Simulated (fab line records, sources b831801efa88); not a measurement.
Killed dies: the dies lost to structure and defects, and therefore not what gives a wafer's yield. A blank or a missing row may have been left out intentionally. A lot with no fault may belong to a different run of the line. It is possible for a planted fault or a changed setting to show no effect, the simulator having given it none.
fab line records	flow sky130
[record] lots = 24	wafers = 72	last-day = 50
route steps=708 shown LDD_LDN@302 LI_CONTACT@365 LOCAL_INTERCONNECT@398 METAL1@449 METAL2@486 VIA2@521
lots that met no fault: taken from a fault-free run of the same line
start-h: hours from the record's opening day to when the first of the lot's shown wafers began	wait-h: how many hours have passed since the lot's step before this one	" repeats the value in the row above	L1.1+2: one row covering several wafers at once	- value missing, or start not given	* or withheld: withheld	< > ~ a bound
route shown NAME@n: a module of which the file shows steps, and the number in the route of the first	usual: mean and standard deviation over wafers with no fault	same: alike in all rows	chamber/n: place in a boat	sites: the reading at each site	_std_site: the standard deviation of these	_edge_site: inner sites' mean taken away from outer sites' mean	radius-mm: for every site, how far away it sits from the centre of the wafer	mask NAME#n: copy n	behind: the most recent tool/chamber to have shaped the wafer	hold: why the lot was held/for how many hours/how that ended	device: the transistor (n, p or np) that didn't switch	end of line: tests of these same wafers at the route's end	a step given without rows: its recipe and nothing more	killed: dies that structure and defects cost at the first sort, which is not the same as the wafer's yield	map: a wafer's dies, x killed, . not, _ none there
set.NAME: the run value of the setting; set.NAME@STEP: its run value at that earlier step	model.NAME: the simulator's own value behind a step, which no gauge read
the route's steps for a sample of lots (tables are steps, rows are wafers)
services: when a tool's chamber went out of use (start-h, in hours from the record's first day, below 0 if earlier), for how many hours, and the reason
[[steps]]
[step SKY_LDD_LDN_TW_MEAS_13]
[usual] LDD_LDN_TW = 1473/9.9
lot.wafer	tool	chamber	start-h	wait-h	LDD_LDN_TW
L074.2	film-metro-04	-	520.22	0.1	1485
L074.3	"	-	"	"	1483
L074.4	"	-	"	"	1477
L075.1	film-metro-04	-	532.76	0.1	1482
L075.3	"	-	"	"	1473
L075.5	"	-	"	"	1482
L076.1	film-metro-04	-	537.05	0.1	1480
L076.2	"	-	"	"	1473
L076.3	"	-	"	"	1473
L077.2	film-metro-03	-	550.67	0.1	1480
L077.3	"	-	"	"	1479
L077.4	"	-	"	"	1477
L078.2	film-metro-01	-	560.37	0.1	1476
L078.3	"	-	"	"	1459
L078.5	"	-	"	"	1455
L079.1	film-metro-01	-	565.65	0.1	1464
L079.3	"	-	"	"	1469
L079.6	"	-	"	"	1468
L080.1	film-metro-04	-	582.75	0.1	1471
L080.3	"	-	"	"	1467
L080.4	"	-	"	"	1470
L081.1	film-metro-04	-	588.36	0.1	1477
L081.3	"	-	"	"	1470
L081.4	"	-	"	"	1472
L082.4	film-metro-01	-	597.74	0.1	1464
L082.5	"	-	"	"	1460
L082.6	"	-	"	"	1463
L083.1	film-metro-04	-	605.36	0.1	1480
L083.2	"	-	"	"	1477
L083.4	"	-	"	"	1482
L084.2	film-metro-03	-	613.67	0.1	1482
L084.5	"	-	"	"	1486
L084.6	"	-	"	"	1475
L085.1	film-metro-03	-	622.96	0.1	1475
L085.4	"	-	"	"	1482
L085.5	"	-	"	"	1483
L086.2	film-metro-01	-	632.52	0.1	1462
L086.3	"	-	"	"	1466
L086.4	"	-	"	"	1470
L087.4	film-metro-01	-	645.14	0.1	1467
L087.5	"	-	"	"	1465
L087.6	"	-	"	"	1467
L089.1	film-metro-04	-	651.56	0.1	1487
L089.3	"	-	"	"	1481
L089.6	"	-	"	"	1485
L088.3	film-metro-01	-	652.37	0.1	1474
L088.5	"	-	"	"	1476
L088.6	"	-	"	"	1468
L091.1	film-metro-04	-	671.51	0.1	1490
L091.2	"	-	"	"	1478
L091.5	"	-	"	"	1491
L090.2	film-metro-03	-	672.77	0.1	1467
L090.3	"	-	"	"	1470
L090.5	"	-	"	"	1472
L092.1	film-metro-01	-	673.06	0.1	1454
L092.3	"	-	"	"	1456
L092.6	"	-	"	"	1452
L093.3	film-metro-04	-	682.42	0.1	1486
L093.5	"	-	"	"	1491
L093.6	"	-	"	"	1481
L094.2	film-metro-01	-	687.97	0.1	1451
L094.3	"	-	"	"	1444
L094.4	"	-	"	"	1452
L095.1	film-metro-04	-	698.71	0.1	1481
L095.5	"	-	"	"	1486
L095.6	"	-	"	"	1478
L096.2	film-metro-04	-	705.01	0.1	1470
L096.4	"	-	"	"	1472
L096.6	"	-	"	"	1480
L097.1	film-metro-01	-	711.21	0.1	1470
L097.3	"	-	"	"	1466
L097.6	"	-	"	"	1465
[step SKY_LI_CONTACT_BOW_MEAS_03]
[recipe] mode = bow
[usual] LI_CONTACT_BOW = 56/6.7
lot.wafer	tool	chamber	start-h	wait-h	LI_CONTACT_BOW[um]
L074.2	film-metro-03	-	642.56	0.3	55
L074.3	"	-	"	"	71
L074.4	"	-	"	"	57
L075.1	film-metro-02	-	652.40	0.2	61
L075.3	"	-	"	"	54
L075.5	"	-	"	"	48
L076.1	film-metro-03	-	656.67	0.1	61
L076.2	"	-	"	"	50
L076.3	"	-	"	"	57
L077.2	film-metro-03	-	670.54	0.1	56
L077.3	"	-	"	"	58
L077.4	"	-	"	"	64
L078.2	film-metro-02	-	679.92	0.2	43
L078.3	"	-	"	"	55
L078.5	"	-	"	"	58
L079.1	film-metro-01	-	682.27	0.3	62
L079.3	"	-	"	"	54
L079.6	"	-	"	"	51
L080.1	film-metro-01	-	699.03	0.2	48
L080.3	"	-	"	"	56
L080.4	"	-	"	"	43
L081.1	film-metro-01	-	707.21	0.2	66
L081.3	"	-	"	"	65
L081.4	"	-	"	"	61
L082.4	film-metro-01	-	713.12	0.2	57
L082.5	"	-	"	"	62
L082.6	"	-	"	"	63
L083.1	film-metro-01	-	721.25	0.1	56
L083.2	"	-	"	"	66
L083.4	"	-	"	"	57
L084.2	film-metro-02	-	729.13	0.2	58
L084.5	"	-	"	"	45
L084.6	"	-	"	"	54
L085.1	film-metro-03	-	738.26	0.2	46
L085.4	"	-	"	"	40
L085.5	"	-	"	"	47
L086.2	film-metro-03	-	749.44	0.3	51
L086.3	"	-	"	"	52
L086.4	"	-	"	"	69
L087.4	film-metro-01	-	760.95	0.2	66
L087.5	"	-	"	"	64
L087.6	"	-	"	"	60
L089.1	film-metro-03	-	766.26	0.1	49
L089.3	"	-	"	"	63
L089.6	"	-	"	"	54
L088.3	film-metro-02	-	767.99	0.2	55
L088.5	"	-	"	"	48
L088.6	"	-	"	"	52
L091.1	film-metro-02	-	785.40	0.1	53
L091.2	"	-	"	"	46
L091.5	"	-	"	"	63
L092.1	film-metro-01	-	787.59	0.1	61
L092.3	"	-	"	"	55
L092.6	"	-	"	"	66
L090.2	film-metro-02	-	788.22	0.3	51
L090.3	"	-	"	"	57
L090.5	"	-	"	"	48
L093.3	film-metro-03	-	794.60	0.2	53
L093.5	"	-	"	"	57
L093.6	"	-	"	"	65
L094.2	film-metro-02	-	801.96	0.2	68
L094.3	"	-	"	"	56
L094.4	"	-	"	"	42
L095.1	film-metro-02	-	811.96	0.2	47
L095.5	"	-	"	"	61
L095.6	"	-	"	"	49
L096.2	film-metro-02	-	814.77	0.1	55
L096.4	"	-	"	"	47
L096.6	"	-	"	"	47
L097.1	film-metro-01	-	823.14	0.2	62
L097.3	"	-	"	"	56
L097.6	"	-	"	"	54
[step SKY_LOCAL_INTERCONNECT_CD_MEAS_11]
[recipe] target-cd-nm = 170
[usual] cd-nm = 170.4/1.8
lot.wafer	tool	chamber	start-h	wait-h	cd-nm
L074.2	cd-sem-02	-	699.50	-	169.7
L074.3	"	-	"	"	169.0
L074.4	"	-	"	"	169.2
L075.1	cd-sem-02	-	709.47	-	171.3
L075.3	"	-	"	"	172.2
L075.5	"	-	"	"	171.7
L076.1	cd-sem-02	-	713.33	-	169.5
L076.2	"	-	"	"	170.1
L076.3	"	-	"	"	171.6
L077.2	cd-sem-01	-	727.33	-	171.7
L077.3	"	-	"	"	169.0
L077.4	"	-	"	"	168.3
L078.2	cd-sem-02	-	736.99	-	170.4
L078.3	"	-	"	"	169.0
L078.5	"	-	"	"	169.9
L079.1	cd-sem-02	-	738.26	-	170.9
L079.3	"	-	"	"	170.7
L079.6	"	-	"	"	170.0
L080.1	cd-sem-02	-	754.77	-	168.3
L080.3	"	-	"	"	169.3
L080.4	"	-	"	"	168.0
L081.1	cd-sem-02	-	762.56	-	172.4
L081.3	"	-	"	"	169.5
L081.4	"	-	"	"	170.1
L082.4	cd-sem-01	-	768.62	-	170.3
L082.5	"	-	"	"	169.8
L082.6	"	-	"	"	171.0
L083.1	cd-sem-01	-	776.82	-	171.5
L083.2	"	-	"	"	171.0
L083.4	"	-	"	"	170.8
L084.2	cd-sem-02	-	784.64	-	170.7
L084.5	"	-	"	"	171.4
L084.6	"	-	"	"	171.2
L085.1	cd-sem-01	-	793.21	-	167.5
L085.4	"	-	"	"	166.6
L085.5	"	-	"	"	168.4
L086.2	cd-sem-01	-	804.03	-	173.7
L086.3	"	-	"	"	171.4
L086.4	"	-	"	"	172.3
L087.4	cd-sem-02	-	815.09	-	170.0
L087.5	"	-	"	"	168.0
L087.6	"	-	"	"	171.0
L089.1	cd-sem-01	-	820.27	-	171.6
L089.3	"	-	"	"	171.6
L089.6	"	-	"	"	171.7
L088.3	cd-sem-01	-	821.91	-	169.0
L088.5	"	-	"	"	169.7
L088.6	"	-	"	"	169.8
L091.1	cd-sem-02	-	840.07	-	169.8
L091.2	"	-	"	"	171.1
L091.5	"	-	"	"	169.8
L092.1	cd-sem-01	-	841.83	-	169.0
L092.3	"	-	"	"	167.5
L092.6	"	-	"	"	170.1
L090.2	cd-sem-02	-	842.49	-	171.6
L090.3	"	-	"	"	171.4
L090.5	"	-	"	"	170.8
L093.3	cd-sem-01	-	849.30	-	175.0
L093.5	"	-	"	"	173.8
L093.6	"	-	"	"	174.1
L094.2	cd-sem-02	-	855.68	-	170.3
L094.3	"	-	"	"	171.6
L094.4	"	-	"	"	170.7
L095.1	cd-sem-01	-	866.16	-	169.2
L095.5	"	-	"	"	170.5
L095.6	"	-	"	"	169.4
L096.2	cd-sem-02	-	869.10	-	172.6
L096.4	"	-	"	"	173.4
L096.6	"	-	"	"	174.0
L097.1	cd-sem-02	-	876.98	-	166.8
L097.3	"	-	"	"	168.6
L097.6	"	-	"	"	166.4
[step SKY_METAL1_CD_MEAS_15]
[recipe] target-cd-nm = 140
[usual] cd-nm = 140.2/1.5
lot.wafer	tool	chamber	start-h	wait-h	cd-nm
L074.2	cd-sem-01	-	757.14	-	141.7
L074.3	"	-	"	"	140.7
L074.4	"	-	"	"	141.4
L075.1	cd-sem-02	-	766.93	-	139.0
L075.3	"	-	"	"	140.4
L075.5	"	-	"	"	139.9
L076.1	cd-sem-02	-	770.88	-	141.1
L076.2	"	-	"	"	141.1
L076.3	"	-	"	"	141.7
L077.2	cd-sem-01	-	784.39	-	140.1
L077.3	"	-	"	"	140.8
L077.4	"	-	"	"	141.3
L078.2	cd-sem-02	-	793.30	-	140.5
L078.3	"	-	"	"	140.7
L078.5	"	-	"	"	142.7
L079.1	cd-sem-01	-	794.37	-	137.6
L079.3	"	-	"	"	138.4
L079.6	"	-	"	"	139.8
L080.1	cd-sem-01	-	810.93	-	141.5
L080.3	"	-	"	"	138.6
L080.4	"	-	"	"	139.6
L081.1	cd-sem-01	-	818.93	-	140.6
L081.3	"	-	"	"	140.9
L081.4	"	-	"	"	140.3
L082.4	cd-sem-02	-	823.82	-	141.4
L082.5	"	-	"	"	139.7
L082.6	"	-	"	"	139.7
L083.1	cd-sem-01	-	833.81	-	142.6
L083.2	"	-	"	"	140.0
L083.4	"	-	"	"	139.1
L084.2	cd-sem-02	-	840.70	-	141.6
L084.5	"	-	"	"	139.5
L084.6	"	-	"	"	139.8
L085.1	cd-sem-02	-	849.22	-	139.4
L085.4	"	-	"	"	140.1
L085.5	"	-	"	"	139.4
L086.2	cd-sem-02	-	859.63	-	140.5
L086.3	"	-	"	"	140.0
L086.4	"	-	"	"	139.5
L087.4	cd-sem-02	-	871.79	-	142.2
L087.5	"	-	"	"	140.0
L087.6	"	-	"	"	142.6
L089.1	cd-sem-01	-	875.98	-	142.7
L089.3	"	-	"	"	142.5
L089.6	"	-	"	"	142.4
L088.3	cd-sem-01	-	877.97	-	142.6
L088.5	"	-	"	"	141.8
L088.6	"	-	"	"	142.1
L091.1	cd-sem-01	-	895.48	-	141.8
L091.2	"	-	"	"	139.7
L091.5	"	-	"	"	140.6
L092.1	cd-sem-02	-	897.97	-	136.9
L092.3	"	-	"	"	136.6
L092.6	"	-	"	"	137.4
L090.2	cd-sem-02	-	898.94	-	138.7
L090.3	"	-	"	"	138.8
L090.5	"	-	"	"	137.7
L093.3	cd-sem-01	-	904.85	-	138.0
L093.5	"	-	"	"	139.9
L093.6	"	-	"	"	139.6
L094.2	cd-sem-02	-	911.93	-	137.9
L094.3	"	-	"	"	138.3
L094.4	"	-	"	"	138.2
L095.1	cd-sem-02	-	921.78	-	140.2
L095.5	"	-	"	"	138.5
L095.6	"	-	"	"	139.3
L096.2	cd-sem-02	-	923.74	-	139.9
L096.4	"	-	"	"	139.7
L096.6	"	-	"	"	139.1
L097.1	cd-sem-02	-	931.71	-	141.3
L097.3	"	-	"	"	141.5
L097.6	"	-	"	"	141.2
[step SKY_METAL2_SPUTTER_03]
[recipe] material = Ti	target-thk-nm = 5	power-w = 3108	time-s = 3.3	chamber-pressure-pa = 0.4
[usual] throttle-valve-pct = 30.4/1.1
lot.wafer	tool	chamber	start-h	wait-h	throttle-valve-pct
L074.2	pvd-sputter-02	-	787.29	0.0	31.1
L074.3	"	-	"	"	29.1
L074.4	"	-	"	"	31.8
L075.1	pvd-sputter-03	-	796.42	0.0	28.9
L075.3	"	-	"	"	30.6
L075.5	"	-	"	"	29.7
L076.1	pvd-sputter-02	-	800.78	0.0	29.0
L076.2	"	-	"	"	30.9
L076.3	"	-	"	"	31.7
L077.2	pvd-sputter-02	-	814.43	0.0	31.0
L077.3	"	-	"	"	31.8
L077.4	"	-	"	"	28.9
L078.2	pvd-sputter-02	-	823.08	0.0	31.0
L078.3	"	-	"	"	32.0
L078.5	"	-	"	"	29.0
L079.1	pvd-sputter-03	-	823.80	0.0	29.7
L079.3	"	-	"	"	29.4
L079.6	"	-	"	"	29.6
L080.1	pvd-sputter-01	-	841.23	0.0	30.5
L080.3	"	-	"	"	31.1
L080.4	"	-	"	"	28.9
L081.1	pvd-sputter-01	-	848.42	0.0	31.1
L081.3	"	-	"	"	30.5
L081.4	"	-	"	"	30.7
L082.4	pvd-sputter-02	-	853.37	0.0	32.1
L082.5	"	-	"	"	32.0
L082.6	"	-	"	"	28.9
L083.1	pvd-sputter-02	-	862.90	0.0	29.0
L083.2	"	-	"	"	31.8
L083.4	"	-	"	"	31.9
L084.2	pvd-sputter-03	-	869.91	0.0	29.7
L084.5	"	-	"	"	29.0
L084.6	"	-	"	"	29.5
L085.1	pvd-sputter-02	-	879.05	0.0	31.6
L085.4	"	-	"	"	31.0
L085.5	"	-	"	"	31.2
L086.2	pvd-sputter-01	-	888.48	0.0	30.3
L086.3	"	-	"	"	30.9
L086.4	"	-	"	"	29.0
L087.4	pvd-sputter-03	-	900.62	0.0	30.5
L087.5	"	-	"	"	29.2
L087.6	"	-	"	"	30.6
L089.1	pvd-sputter-01	-	904.56	0.0	30.5
L089.3	"	-	"	"	30.4
L089.6	"	-	"	"	29.1
L088.3	pvd-sputter-02	-	907.17	0.0	29.3
L088.5	"	-	"	"	31.0
L088.6	"	-	"	"	32.1
L091.1	pvd-sputter-01	-	923.91	0.0	28.9
L091.2	"	-	"	"	30.8
L091.5	"	-	"	"	30.8
L092.1	pvd-sputter-02	-	926.78	0.0	31.8
L092.3	"	-	"	"	28.8
L092.6	"	-	"	"	29.0
L090.2	pvd-sputter-01	-	927.43	0.0	30.7
L090.3	"	-	"	"	30.7
L090.5	"	-	"	"	31.2
L093.3	pvd-sputter-01	-	933.02	0.0	30.4
L093.5	"	-	"	"	30.1
L093.6	"	-	"	"	30.9
L094.2	pvd-sputter-02	-	939.77	0.0	29.0
L094.3	"	-	"	"	32.1
L094.4	"	-	"	"	30.9
L095.1	pvd-sputter-02	-	948.87	0.0	31.2
L095.5	"	-	"	"	31.8
L095.6	"	-	"	"	31.6
L096.2	pvd-sputter-03	-	952.06	0.0	31.0
L096.4	"	-	"	"	29.6
L096.6	"	-	"	"	28.9
L097.1	pvd-sputter-01	-	958.61	0.0	30.7
L097.3	"	-	"	"	28.9
L097.6	"	-	"	"	29.1
[step SKY_VIA2_ETCH_14]
[recipe] chemistry = N2/H2	target = BARC	ion-energy-ev = 200	source-w = 500	bias-w = 100	pressure-mtorr = 30	n2-flow-sccm = 100	h2-flow-sccm = 200	stop-on = SiO2	time-s = 45.9	target-depth-a = 600
[usual] drypump-motor-current-A = 5.5/0.63	h2-flow-sccm = 200.1/0.68	oes-product-au = 0.856/0.0043	throttle-valve-pct = 13.225/0.0098
lot.wafer	tool	chamber	start-h	wait-h	drypump-motor-current-A	h2-flow-sccm	oes-product-au	rf-hours-counter-h	throttle-valve-pct
L074.2	rie-diel-03	0	842.98	0.0	5.1	199.1	0.859	23	13.224
L074.3	"	2	"	"	5.0	200.0	0.851	27	13.228
L074.4	"	3	"	"	5.2	200.7	0.856	8	13.210
L075.1	rie-diel-01	1	851.67	0.0	6.2	200.1	0.855	18	13.229
L075.3	"	0	"	"	5.3	201.5	0.858	17	13.211
L075.5	"	3	"	"	6.8	199.6	0.851	-	13.201
L076.1	rie-diel-01	0	854.38	0.0	5.4	200.4	0.859	17	13.220
L076.2	"	2	"	"	5.1	200.5	0.861	2	13.222
L076.3	"	1	"	"	6.2	200.6	0.857	19	13.220
L077.2	rie-diel-01	1	869.37	0.0	6.2	200.9	0.856	19	13.228
L077.3	"	0	"	"	5.4	200.7	0.858	17	13.224
L077.4	"	3	"	"	6.8	200.8	0.862	11	13.242
L078.2	rie-diel-03	0	876.93	0.0	5.1	200.6	0.860	25	13.225
L078.3	"	3	"	"	5.2	200.9	0.851	10	13.220
L078.5	"	3	"	"	5.2	200.4	0.849	-	13.225
L079.1	rie-diel-02	3	879.08	0.0	5.0	198.4	0.859	15	13.225
L079.3	"	2	"	"	6.3	200.4	0.852	3	13.230
L079.6	"	2	"	"	6.3	200.3	0.853	-	13.214
L080.1	rie-diel-03	1	895.23	0.0	4.9	200.2	0.860	10	13.209
L080.3	"	2	"	"	5.0	199.6	0.860	0	13.233
L080.4	"	3	"	"	5.1	201.1	0.859	10	13.228
L081.1	rie-diel-02	2	902.82	0.0	6.3	200.2	0.855	4	13.222
L081.3	"	0	"	"	5.5	200.4	0.855	28	13.230
L081.4	"	3	"	"	5.0	200.3	0.854	16	13.234
L082.4	rie-diel-02	1	907.70	0.0	6.0	199.9	0.866	-	13.227
L082.5	"	3	"	"	5.0	198.0	0.853	-	13.227
L082.6	"	2	"	"	6.3	200.4	0.856	-	13.228
L083.1	rie-diel-03	1	916.13	0.0	4.9	198.7	0.860	11	13.241
L083.2	"	0	"	"	5.1	199.4	0.852	26	13.217
L083.4	"	3	"	"	5.2	200.8	0.862	11	13.219
L084.2	rie-diel-01	2	922.68	0.0	5.1	200.4	0.857	3	13.230
L084.5	"	0	"	"	5.4	199.9	0.855	-	13.223
L084.6	"	3	"	"	6.8	200.8	0.855	-	13.224
L085.1	rie-diel-01	1	932.23	0.0	6.2	200.0	0.860	20	13.227
L085.4	"	3	"	"	6.8	199.7	0.850	13	13.228
L085.5	"	3	"	"	6.8	200.2	0.856	-	13.234
L086.2	rie-diel-03	1	940.28	0.0	4.9	200.3	0.856	12	13.216
L086.3	"	2	"	"	5.0	199.5	0.862	2	13.227
L086.4	"	0	"	"	5.1	199.4	0.854	27	13.230
L087.4	rie-diel-02	2	952.92	0.0	6.3	201.0	0.855	5	13.200
L087.5	"	2	"	"	6.3	200.6	0.852	-	13.228
L087.6	"	3	"	"	5.0	201.2	0.853	-	13.227
L089.1	rie-diel-03	1	956.02	0.0	4.9	200.8	0.861	12	13.229
L089.3	"	0	"	"	5.1	200.4	0.848	27	13.218
L089.6	"	2	"	"	5.0	201.1	0.855	-	13.234
L088.3	rie-diel-01	1	959.17	0.0	6.2	199.8	0.858	21	13.236
L088.5	"	3	"	"	6.8	199.9	0.855	-	13.223
L088.6	"	1	"	"	6.2	199.2	0.858	-	13.244
L091.1	rie-diel-03	1	975.13	0.0	4.8	199.9	0.853	13	13.211
L091.2	"	2	"	"	5.0	199.5	0.848	3	13.242
L091.5	"	3	"	"	5.2	199.8	0.855	-	13.225
L092.1	rie-diel-01	2	977.08	0.0	5.1	200.9	0.854	5	13.238
L092.3	"	1	"	"	6.2	199.2	0.857	21	13.215
L092.6	"	2	"	"	5.1	200.3	0.858	-	13.230
L090.2	rie-diel-02	1	977.93	0.0	6.0	199.9	0.858	12	13.232
L090.3	"	0	"	"	5.6	200.3	0.864	1	13.214
L090.5	"	1	"	"	6.0	199.1	0.855	-	13.231
L093.3	rie-diel-02	1	983.33	0.0	6.0	199.1	0.852	12	13.225
L093.5	"	2	"	"	6.3	200.0	0.853	-	13.223
L093.6	"	3	"	"	5.0	200.3	0.855	-	13.234
L094.2	rie-diel-03	2	989.27	0.0	5.0	200.5	0.856	4	13.226
L094.3	"	3	"	"	5.2	199.8	0.853	14	13.217
L094.4	"	3	"	"	5.2	198.9	0.851	-	13.231
L095.1	rie-diel-03	1	997.53	0.0	4.8	199.7	0.861	14	13.220
L095.5	"	1	"	"	4.8	200.2	0.855	-	13.231
L095.6	"	3	"	"	5.2	199.4	0.869	-	13.237
L096.2	rie-diel-02	0	1001.27	0.0	5.5	199.8	0.870	2	13.215
L096.4	"	3	"	"	5.0	199.9	0.854	19	13.217
L096.6	"	1	"	"	6.0	199.5	0.862	-	13.210
L097.1	rie-diel-03	0	1007.57	0.0	5.1	199.1	0.861	0	13.214
L097.3	"	2	"	"	5.0	199.1	0.854	5	13.219
L097.6	"	0	"	"	5.1	199.7	0.855	-	13.230
[[services]]
tool	chamber	start-h	hours	kind
rie-diel-03	2	773.54	5.8	repair
pvd-sputter-03	-	799.32	3.9	repair
rie-diel-03	0	807.51	8.4	repair
pvd-sputter-01	-	809.58	3.2	repair
pvd-sputter-03	-	809.70	5.5	repair
pvd-sputter-02	-	836.35	0.5	repair
rie-diel-02	1	840.59	7.9	repair
rie-diel-02	-	851.02	0.4	repair
pvd-sputter-01	-	863.00	1.5	repair
rie-diel-02	0	872.02	3.6	repair
rie-diel-02	-	888.20	2.8	pm
pvd-sputter-03	-	888.46	4.6	repair
rie-diel-02	0	907.03	9.8	repair
rie-diel-03	-	908.77	0.2	repair
pvd-sputter-03	-	910.81	6.7	repair
rie-diel-03	-	930.14	4.3	pm
pvd-sputter-03	-	939.89	1.8	repair
rie-diel-01	-	940.60	1.5	repair
rie-diel-01	0	947.21	17.0	repair
rie-diel-03	-	952.74	0.3	repair
pvd-sputter-03	-	968.84	0.6	repair
rie-diel-03	-	986.72	0.6	repair
rie-diel-01	-	996.98	0.1	repair
rie-diel-03	1	997.82	6.3	repair
[[key]]
fault none
